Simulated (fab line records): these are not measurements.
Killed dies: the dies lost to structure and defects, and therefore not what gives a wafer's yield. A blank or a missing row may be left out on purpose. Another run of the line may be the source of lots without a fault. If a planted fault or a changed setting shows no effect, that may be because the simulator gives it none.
fab line records | flow sky130
record: lots: 15 wafers: 45 last-day: 50
route steps=708 shown CAPM@537 VIA3@586 PAD_OPEN@701
lots that met no fault: taken from a fault-free run of the same line
start-h: the number of hours between the record's first day and the start of the first shown wafer of the lot | wait-h: hours since the lot's step before | " unchanged from the row above | L1.1+2: several wafers, shown together as one row | - either no value or no given start | * or withheld: withheld | < > ~ a bound
route shown NAME@n: NAME is a module with steps in the file, n the number in the route of the first one | usual: mean and standard deviation over wafers with no fault | same: alike in all rows | chamber/n: place in a boat | sites: readings site by site | _std_site: their standard deviation | _edge_site: mean of outer sites minus mean of inner sites | radius-mm: how far each site lies from the wafer's centre | mask NAME#n: copy n | behind: the tool/chamber that last shaped the wafer | hold: cause of the lot's hold/its duration in hours/its outcome | device: which transistor (n, p or np) failed to switch | end of line: the route-end tests of the same wafers | a step without rows: its recipe alone | killed: at the first sort, the dies lost to defects and structure; wafer yield is something else | map: a wafer's dies, x killed, . not, _ none there
set.NAME: the setting the step ran with; set.NAME@STEP: the setting that earlier step ran with | model.NAME: the simulator's own value behind a step, which no gauge read
one table for each step of the route and one row for each wafer, over a sample of lots
services: the hour from which a tool's chamber was out of use, counted from the record's first day as start-h (under 0 if before that day), plus the number of hours and why
== steps ==
step: SKY_CAPM_CVD_00
recipe: material: SiO2 target-thk-nm: 15.5 temp-c: 400 time-s: withheld rf-w: 450
usual: heater-power-w: 686/86
columns lot.wafer tool chamber start-h wait-h heater-power-w
L731.3 pecvd-02 1 850.52 0.0 690
L731.4 " 0 " " 803
L731.5 " 1 " " 682
L733.1 pecvd-02 2 861.36 0.0 578
L733.3 " 1 " " 662
L733.6 " 2 " " 571
L734.1 pecvd-04 2 882.12 0.0 589
L734.3 " 1 " " 661
L734.5 " 0 " " 784
L737.1 pecvd-02 2 903.48 0.0 642
L737.3 " 0 " " 780
L737.6 " 0 " " 781
L738.2 pecvd-04 0 913.49 0.0 764
L738.4 " 2 " " 570
L738.6 " 0 " " 798
L740.1 pecvd-01 1 931.18 0.0 834
L740.3 " 2 " " 598
L740.6 " 1 " " 871
L741.2 pecvd-02 0 931.77 0.0 789
L741.4 " 0 " " 753
L741.5 " 2 " " 599
L743.3 pecvd-01 0 951.85 0.0 722
L743.4 " 1 " " 790
L743.6 " 2 " " 590
L746.2 pecvd-02 1 961.07 0.0 683
L746.4 " 1 " " 695
L746.6 " 2 " " 528
L747.1 pecvd-04 2 966.37 0.0 727
L747.2 " 1 " " 574
L747.4 " 1 " " 578
L748.2 pecvd-01 2 976.45 0.0 599
L748.3 " 0 " " 721
L748.5 " 0 " " 707
L749.1 pecvd-01 2 980.38 0.0 504
L749.5 " 1 " " 824
L749.6 " 2 " " 500
L750.1 pecvd-04 2 983.05 0.0 685
L750.4 " 2 " " 672
L750.5 " 1 " " 702
L753.3 pecvd-04 2 1010.64 0.0 632
L753.4 " 1 " " 634
L753.6 " 2 " " 652
L754.4 pecvd-02 0 1019.70 0.0 738
L754.5 " 1 " " 648
L754.6 " 2 " " 606
step: SKY_VIA3_OVL_MEAS_13
usual: VIA3_OVL: -1/5.3
columns lot.wafer tool chamber start-h wait-h VIA3_OVL[nm]
L731.3 overlay-02 - 929.32 0.1 -1
L731.4 " - " " 6
L731.5 " - " " 8
L733.1 overlay-02 - 939.06 0.1 8
L733.3 " - " " -4
L733.6 " - " " 5
L734.1 overlay-02 - 958.52 0.1 6
L734.3 " - " " -2
L734.5 " - " " -4
L737.1 overlay-01 - 979.01 0.1 3
L737.3 " - " " 6
L737.6 " - " " 0
L738.2 overlay-01 - 986.92 0.1 -6
L738.4 " - " " 5
L738.6 " - " " -2
L740.1 overlay-02 - 1005.27 0.1 3
L740.3 " - " " 3
L740.6 " - " " 5
L741.2 overlay-02 - 1005.72 0.1 -3
L741.4 " - " " -4
L741.5 " - " " -3
L743.3 overlay-01 - 1025.63 0.1 2
L743.4 " - " " 8
L743.6 " - " " 1
L746.2 overlay-01 - 1033.12 0.1 4
L746.4 " - " " 5
L746.6 " - " " 3
L747.1 overlay-02 - 1038.21 0.1 1
L747.2 " - " " -11
L747.4 " - " " -8
L748.2 overlay-01 - 1047.58 0.1 -6
L748.3 " - " " 0
L748.5 " - " " 1
L749.1 overlay-02 - 1051.32 0.1 2
L749.5 " - " " 5
L749.6 " - " " 5
L750.1 overlay-02 - 1053.92 0.1 6
L750.4 " - " " 2
L750.5 " - " " -1
L753.3 overlay-02 - 1078.77 0.1 0
L753.4 " - " " 4
L753.6 " - " " 2
L754.4 overlay-02 - 1086.48 0.1 -4
L754.5 " - " " -5
L754.6 " - " " -8
step: SKY_VIA3_CVD_21
recipe: material: W target-thk-nm: 390 time-s: 117.31 temp-c: 400 pressure-torr: 40
usual: heater-power-w: 887/83
columns lot.wafer tool chamber start-h wait-h heater-power-w
L731.3 cvd-w-02 0 930.14 0.1 788
L731.4 " 1 " " 892
L731.5 " 1 " " 874
L733.1 cvd-w-02 0 939.89 0.0 800
L733.3 " 0 " " 786
L733.6 " 1 " " 882
L734.1 cvd-w-01 1 959.31 0.0 868
L734.3 " 0 " " 1003
L734.5 " 1 " " 842
L737.1 cvd-w-02 0 979.81 0.0 805
L737.3 " 1 " " 905
L737.6 " 1 " " 909
L738.2 cvd-w-02 0 987.71 0.0 795
L738.4 " 1 " " 899
L738.6 " 0 " " 786
L740.1 cvd-w-01 0 1006.06 0.0 1022
L740.3 " 0 " " 1043
L740.6 " 0 " " 1013
L741.2 cvd-w-01 1 1006.50 0.0 849
L741.4 " 0 " " 1016
L741.5 " 1 " " 886
L743.3 cvd-w-01 0 1026.45 0.1 1039
L743.4 " 1 " " 882
L743.6 " 1 " " 873
L746.2 cvd-w-02 0 1033.98 0.0 802
L746.4 " 1 " " 885
L746.6 " 1 " " 870
L747.1 cvd-w-02 0 1039.05 0.0 822
L747.2 " 1 " " 914
L747.4 " 0 " " 791
L748.2 cvd-w-02 0 1048.37 0.0 795
L748.3 " 0 " " 800
L748.5 " 0 " " 786
L749.1 cvd-w-01 0 1052.12 0.0 1008
L749.5 " 0 " " 1016
L749.6 " 1 " " 859
L750.1 cvd-w-02 0 1054.80 0.0 800
L750.4 " 1 " " 917
L750.5 " 0 " " 783
L753.3 cvd-w-02 1 1079.59 0.1 896
L753.4 " 0 " " 792
L753.6 " 0 " " 813
L754.4 cvd-w-02 1 1087.29 0.0 876
L754.5 " 1 " " 903
L754.6 " 0 " " 781
step: SKY_PAD_OPEN_ETCH_07
recipe: chemistry: CF4/O2 target-depth-nm: 725 stop-on: AlCu source-w: 800 bias-w: 150 pressure-mtorr: 150 cf4-flow-sccm: 80 O2_flow_sccm: 10 time-s: 164.9
usual: O2_flow_sccm: 10.01/0.03 cf4-flow-sccm: 80.00/0.23 drypump-motor-current-A: 5.7/0.38 oes-product-au: 0.975/0.0069 throttle-valve-pct: 5.963/0.011
columns lot.wafer tool chamber start-h wait-h O2_flow_sccm cf4-flow-sccm drypump-motor-current-A oes-product-au rf-hours-counter-h throttle-valve-pct
L731.3 rie-diel-02 2 1074.84 - 9.98 80.21 5.7 0.970 17 5.939
L731.4 " 2 " " 9.92 80.10 5.7 0.971 - 5.951
L731.5 " 3 " " 10.05 79.65 5.0 0.976 - 5.976
L733.1 rie-diel-04 3 1081.06 - 10.05 80.37 5.7 0.959 23 5.960
L733.3 " 1 " " 10.02 79.91 6.2 0.979 19 5.956
L733.6 " 3 " " 10.05 80.23 5.7 0.971 - 5.957
L734.1 rie-diel-04 1 1097.69 - 10.01 79.97 6.2 0.971 20 5.961
L734.3 " 2 " " 10.04 80.05 5.8 0.979 25 5.956
L734.5 " 0 " " 9.97 80.12 6.0 0.979 - 5.969
L737.1 rie-diel-02 3 1117.39 - 10.04 80.13 5.0 0.967 24 5.963
L737.3 " 1 " " 10.03 79.86 5.4 0.967 11 5.956
L737.6 " 3 " " 9.99 80.10 5.0 0.982 - 5.972
L738.2 rie-diel-02 0 1121.49 - 10.00 79.46 6.5 0.973 1 5.962
L738.4 " 3 " " 10.00 79.79 5.0 0.988 24 5.993
L738.6 " 0 " " 9.99 79.82 6.5 0.974 - 5.954
L741.2 rie-diel-02 1 1139.49 - 10.01 80.07 5.4 0.967 12 5.950
L741.4 " 0 " " 10.00 79.89 6.5 0.973 1 5.973
L741.5 " 2 " " 10.05 79.96 5.7 0.978 - 5.961
L740.1 rie-diel-04 2 1140.19 - 10.05 80.28 5.8 0.972 27 5.969
L740.3 " 3 " " 10.01 79.73 5.7 0.971 25 5.969
L740.6 " 3 " " 9.98 80.03 5.7 0.972 - 5.964
L743.3 rie-diel-04 0 1155.06 - 10.00 79.63 6.0 0.970 26 5.974
L743.4 " 1 " " 10.05 80.05 6.2 0.974 22 5.939
L743.6 " 2 " " 10.01 80.22 5.8 0.985 - 5.954
L746.2 rie-diel-01 3 1160.79 - 9.99 80.12 5.5 0.960 21 5.969
L746.4 " 0 " " 9.94 80.08 5.6 0.988 4 5.968
L746.6 " 2 " " 9.98 80.24 6.1 0.979 - 5.974
L747.1 rie-diel-02 1 1162.64 - - - - - - -
L747.2 " 3 " " - - - - - -
L747.4 " 0 " " - - - - - -
L748.2 rie-diel-04 2 1171.74 - - - - - - -
L748.3 " 1 " " - - - - - -
L748.5 " 1 " " - - - - - -
L749.1 rie-diel-01 1 1174.14 - - - - - - -
L749.5 " 1 " " - - - - - -
L749.6 " 0 " " - - - - - -
L750.1 rie-diel-01 2 1179.11 - 9.98 79.82 6.1 0.968 29 5.940
L750.4 " 1 " " 10.01 79.95 5.6 0.978 26 5.982
L750.5 " 2 " " 10.00 80.13 6.1 0.979 - 5.976
L753.3 rie-diel-02 3 1195.24 - 10.05 80.15 5.1 0.973 27 5.970
L753.4 " 0 " " 10.00 80.09 6.5 0.985 4 5.956
L753.6 " 3 " " 10.03 80.23 5.1 0.980 - 5.950
L754.4 rie-diel-02 1 1201.59 - 10.05 80.72 5.4 0.984 14 5.970
L754.5 " 1 " " 10.00 80.51 5.4 0.974 - 5.957
L754.6 " 2 " " 9.99 80.03 5.7 0.986 - 5.960
== services ==
columns tool chamber start-h hours kind
pecvd-02 2 833.20 20.3 repair
cvd-w-01 - 854.56 4.8 repair
cvd-w-02 0 860.83 4.9 repair
rie-diel-02 - 879.08 2.8 pm
rie-diel-02 0 894.01 8.1 repair
rie-diel-02 0 903.26 8.6 repair
cvd-w-02 - 904.00 14.0 pm
cvd-w-01 - 920.73 2.1 repair
cvd-w-01 0 929.31 10.7 repair
pecvd-04 0 945.69 11.0 repair
pecvd-02 0 951.62 5.6 repair
rie-diel-02 - 957.49 0.4 repair
cvd-w-02 - 1002.68 6.9 pm
pecvd-02 - 1010.03 6.0 pm
rie-diel-02 1 1013.52 52.5 repair
pecvd-02 - 1016.03 2.8 pm
pecvd-02 1 1022.56 2.6 repair
pecvd-02 0 1051.73 19.8 repair
rie-diel-02 1 1072.77 1.5 repair
rie-diel-02 - 1081.38 14.6 pm
cvd-w-02 0 1091.48 12.3 repair
rie-diel-02 0 1129.77 3.2 repair
cvd-w-02 0 1146.61 4.3 repair
rie-diel-02 - 1172.71 0.6 repair
== key ==
first-sign: step: SKY_PAD_OPEN_ETCH_07 reading: tool-record direction: missing
effect none on later readings
met-at SKY_PAD_OPEN_ETCH_07
struck-lots L747,L748,L749
later-rows-left-out L747.1,L747.2,L747.4,L748.2,L748.3,L748.5,L749.1,L749.5,L749.6
sort-left-out L747.1,L747.2,L747.4,L748.2,L748.3,L748.5,L749.1,L749.5,L749.6
not-acting-at SKY_CAPM_CVD_00,SKY_VIA3_OVL_MEAS_13,SKY_VIA3_CVD_21
onset-between 1160.79 1162.64
fault: kind: skipped-step-whole tool: rie-diel-01,rie-diel-02,rie-diel-04 chamber: - onset-h: 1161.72 steps: SKY_PAD_OPEN_ETCH_07 scope: struck-lots-only
sort-left-out: the simulated sort isn't trusted on such a fault, so these wafers' sort isn't shown, and their yield isn't known
later-rows-left-out: the simulator's readings of these wafers behind a module that went badly wrong aren't trusted and aren't shown, but for the sort
